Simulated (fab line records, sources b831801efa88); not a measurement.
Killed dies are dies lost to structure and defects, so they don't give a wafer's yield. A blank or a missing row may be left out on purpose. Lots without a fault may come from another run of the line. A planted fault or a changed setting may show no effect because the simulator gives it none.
A struck lot beside a sound one | flow gf180mcu | 14 steps out of a route of 602
Sound: wafers L781.4, L781.5, L781.6. Struck: wafers L770.1, L770.4, L770.5. The cause comes at the end.
At each step with rows: each side's tool, then ch and its chambers, then its first start. Under that, the readings that differ: sound wafers | struck wafers | difference of the means | sigmas: that difference in standard deviations of wafers without a fault.
alike: readings whose means differ by less than 2 such deviations, and words and numbers that are the same on both sides. not compared: withheld readings, readings that some wafer has no value for, bounds like >300 that may hide the same value, and numbers for which the record gives no deviation and whose values overlap.
The two part at a step that has a row with sigmas, a row that says differs or no value, or rows on one side only. Numbers that don't overlap but have no deviation are shown without sigmas and don't part them. A reading that every wafer of one side lacks parts them only if that side has two wafers or more.

first, 4 steps without rows for these wafers: GF_HV_LDD_IMPLANT_33; GF_HV_LDD_IMPLANT_34; GF_HV_LDD_IMPLANT_35; GF_HV_LDD_IMPLANT_36.
GF_HV_LDD_STRIP_37: strips in O2/N2.
  sound on plasma_asher-01 ch 0,1, day 17 04:19; struck on plasma_asher-02 ch 1, day 13 11:22
  alike: drypump_motor_current_A, heater_power_w, oes_product_au, strip_time_to_endpoint_s
  not compared: rf_hours_counter_h
GF_HV_LDD_TW_MEAS_38:
  sound on film_metro-03, day 17 04:25; struck on film_metro-03, day 13 11:28
  alike: HV_LDD_3_TW
then, 6 steps without rows for these wafers: GF_HV_LDD_DEHYDRATE_39 (time 60 s); GF_HV_LDD_HMDS_40 (prime time 60 s); GF_HV_LDD_COAT_41 (resist thk 1000 nm); GF_HV_LDD_SOFTBAKE_42 (time 60 s); GF_HV_LDD_EXPOSE_43 (exposes mask Pplus HV AREA, target cd 400 nm); GF_HV_LDD_PEB_44.
GF_HV_LDD_DEVELOP_45: develop time 60 s.
  sound on litho_track-02 ch 0, day 18 03:23; struck on litho_track-02, day 14 07:30
  no value came back on the struck wafers for chill_plate_temp_C (C), develop_time_s (s); on the sound wafers chill_plate_temp_C (C) reads 23.09 23.00 23.07
GF_HV_LDD_CD_MEAS_46: target cd 400 nm.
  sound on cd_sem-01, day 18 03:31; struck on cd_sem-02, day 14 07:39
  reading    | sound             | struck | difference                    | sigmas
  cd_nm (nm) | 403.1 402.4 403.7 | - - -  | no value on the struck wafers |

WHERE THEY PART
First at GF_HV_LDD_DEVELOP_45; last, within this record, at GF_HV_LDD_CD_MEAS_46.

WHY: what the simulator had put in
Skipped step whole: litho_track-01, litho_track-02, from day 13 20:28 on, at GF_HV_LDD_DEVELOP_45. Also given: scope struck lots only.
